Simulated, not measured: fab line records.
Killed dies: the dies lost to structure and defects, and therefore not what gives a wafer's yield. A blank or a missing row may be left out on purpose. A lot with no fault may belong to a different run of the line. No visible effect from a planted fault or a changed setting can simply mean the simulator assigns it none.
Matching of chambers | flow gf180mcu | rie_diel-02 running GF_POLY_GATE_ETCH_12: 4 sister chambers
The step etches BARC in N2/H2. 16 wafers are shown with their chamber, then 8 later ones without.

WAFERS PAIRED WITH THEIR CHAMBERS
wafer  | chamber | drypump_motor_current_A (A) | oes_product_au (a.u.) | throttle_valve_pct (%)
L075.1 | 3       | 5.3                         | 0.742                 | 13.216
L075.2 | 0       | 4.9                         | 0.731                 | 13.205
L075.3 | 0       | 4.9                         | 0.733                 | 13.207
L080.3 | 2       | 5.6                         | 0.742                 | 13.208
L080.5 | 3       | 5.3                         | 0.747                 | 13.213
L080.6 | 2       | 5.6                         | 0.735                 | 13.227
L081.1 | 3       | 5.3                         | 0.745                 | 13.224
L081.2 | 1       | 5.9                         | 0.741                 | 13.226
L081.6 | 3       | 5.3                         | 0.736                 | 13.224
L084.1 | 1       | 6.0                         | 0.740                 | 13.198
L084.2 | 0       | 4.9                         | 0.733                 | 13.233
L084.4 | 2       | 5.5                         | 0.741                 | 13.220
L085.2 | 1       | 6.0                         | 0.737                 | 13.214
L085.3 | 2       | 5.5                         | 0.733                 | 13.219
L085.5 | 0       | 4.9                         | 0.739                 | 13.225
L086.1 | 3       | 5.3                         | 0.740                 | 13.216

SIGNATURES (means of the wafers above)
reading                 | chamber 0 | chamber 1 | chamber 2 | chamber 3 | scatter within a chamber
drypump_motor_current_A | 4.900     | 5.967     | 5.550     | 5.300     | 0.0373
oes_product_au          | 0.73400   | 0.73933   | 0.73775   | 0.74200   | 0.00385
throttle_valve_pct      | 13.21750  | 13.21267  | 13.21850  | 13.21860  | 0.0102
Rule: distance of a wafer from a chamber = root of the sum over the readings of ((wafer's reading minus chamber's mean) / reading's scatter) squared. If the next closest chamber is less than 2 further off than the closest, the wafer can't be placed; otherwise it belongs to the closest. The scatter is the square root of a quotient: the sum, over the shown wafers, of each reading's squared deviation from its chamber's mean, divided by wafers minus chambers.

WAFERS WITH NO CHAMBER GIVEN
wafer  | drypump_motor_current_A (A) | oes_product_au (a.u.) | throttle_valve_pct (%)
L086.2 | 4.9                         | 0.726                 | 13.204
L086.4 | 5.5                         | 0.736                 | 13.213
L091.1 | 5.9                         | 0.731                 | 13.212
L091.4 | 5.9                         | 0.731                 | 13.210
L091.5 | 5.3                         | 0.734                 | 13.230
L093.4 | 5.5                         | 0.736                 | 13.218
L093.5 | 5.3                         | 0.732                 | 13.213
L093.6 | 5.6                         | 0.725                 | 13.213

WHICH CHAMBER EACH ONE RAN IN
wafer  | from the rows above | in truth
L086.2 | 0                   | 0
L086.4 | 2                   | 2
L091.1 | 1                   | 1
L091.4 | 1                   | 1
L091.5 | 3                   | 3
L093.4 | 2                   | 2
L093.5 | 3                   | 3
L093.6 | 2                   | 2
Correct placement for 8 of the 8. From these rows, 0 cannot be placed. Number placed wrongly: 0.
